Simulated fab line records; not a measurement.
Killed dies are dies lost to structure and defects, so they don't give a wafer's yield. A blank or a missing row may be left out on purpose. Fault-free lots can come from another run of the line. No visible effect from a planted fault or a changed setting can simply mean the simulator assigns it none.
One fault seen from 2 desks | flow gf180mcu | each desk has only its own numbers; what lay behind them comes last

## FOR THE TOOL OWNER'S DESK: rie-diel-01
The tool's own readings at GF_SAB_ETCH_11 (etches SiO2 in C4F8/O2/Ar, target depth 55 nm, time 8.5 s): means of the sampled wafers that have a number, for each lot that ran on this tool. A lot is out of limits, marked OUT, if its mean lies more than 4 standard deviations from the usual mean; the brackets give that distance.
Columns: A = oes-product-au at GF_SAB_ETCH_11, usual 0.996 a.u.; B = rf-fwd-power-W at GF_SAB_ETCH_11, usual 1469 W
lot  | first seen here | A     | B
L781 | day 15 12:34    | 0.996 | 1469
L788 | day 17 22:14    | 0.990 | 1470
L794 | day 21 00:41    | 0.975 | 1385 (-13) OUT
This desk's verdict: out of limits on L794, starting with L794 at day 21 00:41 (rf-fwd-power-W at GF_SAB_ETCH_11). L781, L788: within limits.

## METROLOGY DESK
What the gauges read for every lot (on any tool): the sampled wafers with a number, averaged. A lot is out of limits, marked OUT, if its mean lies more than 4 standard deviations from the usual mean; the brackets give that distance.
Columns: A = HV_LDD_OVL at GF_HV_LDD_OVL_MEAS_08, usual 1.0 nm
lot  | first seen here | A
L780 | day 10 02:29    | 2.5
L781 | day 10 07:19    | -1.7
L782 | day 10 16:07    | 2.5
L785 | day 11 14:44    | 0.4
L787 | day 11 23:39    | 2.7
L788 | day 12 08:20    | -1.5
L789 | day 13 01:14    | -0.6
L791 | day 13 13:45    | 0.2
L792 | day 14 06:07    | -0.4
L794 | day 14 22:26    | 3.2
L796 | day 15 08:49    | 2.9
L797 | day 15 11:52    | -0.1
L803 | day 17 08:04    | 2.8
Result from this desk: across the 13 lots, nothing is out of limits.

## PUT TOGETHER
An alarm could have come from the tool owner's desk at day 21 00:41, on L794.
The metrology desk saw nothing out of limits.
The metrology desk holds a record of L794, inside its limits.
Of the lots named, all ran GF_SAB_ETCH_11 on rie-diel-01.

## WHAT WAS PUT IN BY THE SIMULATOR
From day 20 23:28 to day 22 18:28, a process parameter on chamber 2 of rie-diel-01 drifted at GF_SAB_ETCH_11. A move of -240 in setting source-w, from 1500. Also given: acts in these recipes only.
Struck lots among those shown: L794.
Each desk's first reading out of limits, in hours after the fault started: the tool owner's desk, 1.
